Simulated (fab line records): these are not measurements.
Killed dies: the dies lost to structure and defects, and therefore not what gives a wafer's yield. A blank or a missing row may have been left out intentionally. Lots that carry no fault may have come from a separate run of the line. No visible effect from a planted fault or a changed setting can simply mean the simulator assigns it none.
Which of the tools did it? / flow gf180mcu / 6 lots with 18 wafers sampled at 2 steps, on a route of 602 steps

== WHAT THE GAUGES READ, wafer by wafer ==
GF_TOP_METAL_OVL_MEAS_15.
lot=L112; measured=day 28 10:26; on=overlay-01; TOP_METAL_OVL (nm)=-1.6 -2.2 -0.2
lot=L114; measured=day 29 05:38; on=overlay-01; TOP_METAL_OVL (nm)=1.9 0.5 0.9
lot=L119; measured=day 30 13:24; on=overlay-01; TOP_METAL_OVL (nm)=0.7 2.3 -1.2
lot=L126; measured=day 32 07:31; on=overlay-01; TOP_METAL_OVL (nm)=1.8 1.5 0.4
lot=L129; measured=day 33 11:20; on=overlay-02; TOP_METAL_OVL (nm)=-0.9 1.4 -0.6
lot=L132; measured=day 33 18:53; on=overlay-01; TOP_METAL_OVL (nm)=-1.7 1.2 0.3

== EACH LOT AND THE TOOL THAT RAN IT (in order: tool; ch and the chambers of the sampled wafers; start) ==
lot=L112; GF_MIM_SPUTTER_01=pvd sputter-03, day 24 20:17
lot=L114; GF_MIM_SPUTTER_01=pvd sputter-02, day 25 17:44
lot=L119; GF_MIM_SPUTTER_01=pvd sputter-01, day 27 02:59
lot=L126; GF_MIM_SPUTTER_01=pvd sputter-02, day 29 05:28
lot=L129; GF_MIM_SPUTTER_01=pvd sputter-01, day 30 12:22
lot=L132; GF_MIM_SPUTTER_01=pvd sputter-03, day 30 20:55
- GF_MIM_SPUTTER_01: material TiN, target thk 30 nm, time 25 s.

== THE ANSWER, worked out from the rows above alone ==
Rule: the lots themselves supply what counts as usual. Put in order of their means at a reading, lots are off if they are a third of the lots or fewer, leave a main group of 4 or more, and stand apart from it by a gap of 3 or more times the standard deviation of the main group's means; of several such gaps the widest counts. Not used: any main group whose means are identical at the precision the tables above print for the reading. A lot without any number at a reading at which 4 lots or more have one is off too. Any other lot the step has rows for is counted as sound.
Across all readings shown, no lot is off: no conclusion can be drawn from this.

== WHAT THE SIMULATOR HAD PUT IN ==
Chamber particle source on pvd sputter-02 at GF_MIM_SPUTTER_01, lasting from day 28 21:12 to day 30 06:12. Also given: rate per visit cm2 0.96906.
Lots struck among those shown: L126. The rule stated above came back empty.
